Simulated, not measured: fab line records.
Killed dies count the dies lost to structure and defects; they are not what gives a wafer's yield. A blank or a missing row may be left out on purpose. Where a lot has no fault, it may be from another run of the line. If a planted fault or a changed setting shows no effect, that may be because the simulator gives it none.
Code-filled problem report in 8D (eight disciplines) form	flow sky130	the parts of the form that need people (team, actions taken, sign-off) are left out

## 1. PROBLEM STATEMENT
Across 6 wafers from 2 lots, RES_XHIGH_TW at SKY_RES_XHIGH_TW_MEAS_09 averages 1319, while fault-free wafers read 1624 with a standard deviation of 14. Measured from the usual mean, that is -22 standard deviations.
First observed at day 32 22:16: wafer L749.2, on film metro-01. Wafers with a number at this step in the record: 42, from 14 lots. By rule, "out" or "out of limits" means more than 4 standard deviations away from the usual mean. The other wafers with a number count as sound.

## 2. WHAT THIS IS AND IS NOT
question	is	is not
which readings at this step	RES_XHIGH_TW	-
which lots	L749, L753	L731, L732, L734, L735, L736, L737, L739, L740, L742, L744, L748, L754
which wafers of those lots	all that have a number	-
read on which gauges	film metro-01, film metro-02	film metro-03
when	from day 32 22:16	up to then (33 sound wafers); but 3 sound wafers of L754 came after

## 3. WHAT RULES OUT EACH SUSPECT
Counting: a tool at a process step up to the reading stays a suspect if it ran every lot that is out and no sound lot after the first of them.
- the gauge at SKY_RES_XHIGH_TW_MEAS_09: ruled out. Those wafers that are out were read across 2 gauges (film metro-01, film metro-02).
- implanter-03 at SKY_RES_XHIGH_IMPLANT_07: kept. It ran every lot that is out, first L749 (day 32 22:01), and no sound lot after that; its last sound lot up to then is L742 (day 31 00:57). On those wafers its own readings are out: beam on s, dose ions cm2.
Left after counting: implanter-03 at SKY_RES_XHIGH_IMPLANT_07.

## 4. THE CAUSE (what the simulator had put in)
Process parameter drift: implanter-03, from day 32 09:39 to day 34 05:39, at SKY_RES_XHIGH_IMPLANT_07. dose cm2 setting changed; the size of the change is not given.
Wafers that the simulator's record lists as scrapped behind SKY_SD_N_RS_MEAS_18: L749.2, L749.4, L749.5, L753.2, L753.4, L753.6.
Only this tool survived the counting.

## 5. THE CHAIN OF EFFECTS, in route order
Each row: a reading whose mean over the struck wafers that have a number lies more than 3 standard deviations from the usual. Only readings for which the record gives a usual standard deviation are gone through. hours: the time from each lot's start at the first step in this table that gives one to its start at this step, as a median over the lots. sigmas: the change in usual standard deviations.
hours	step	reading	usual	on struck wafers	change	sigmas
0	SKY_RES_XHIGH_IMPLANT_07	beam on s	39.2 s	21.1	-18.1	-9.5
0	SKY_RES_XHIGH_IMPLANT_07	dose ions cm2	3.599e+14	1.825e+14	-1.774e+14	-99 or more
0	SKY_RES_XHIGH_TW_MEAS_09	RES_XHIGH_TW	1624	1319	-305	-22
28	SKY_SD_N_RS_MEAS_18	RES_XHIGH_RS	333.3 ohm/sq	571.2	+237.9	+99 or more
Process steps it contains:
- SKY_RES_XHIGH_IMPLANT_07

## 6. WHAT WOULD HAVE CAUGHT IT SOONER
Counted from the fault's start at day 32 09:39, it took 13 hours until the first out-of-limits reading at a measuring or inspecting step in this record, taken at day 32 22:16.
At SKY_RES_XHIGH_IMPLANT_07, the tool's own readings (beam on s, dose ions cm2) were out on each struck wafer the step has a row for, so an alarm limit on them would have fired on the first such wafer.
Lots out: 2; of these, L753 started SKY_RES_XHIGH_IMPLANT_07 on implanter-03 after day 32 22:16. It would have been spared by a hold on the tool at that moment.
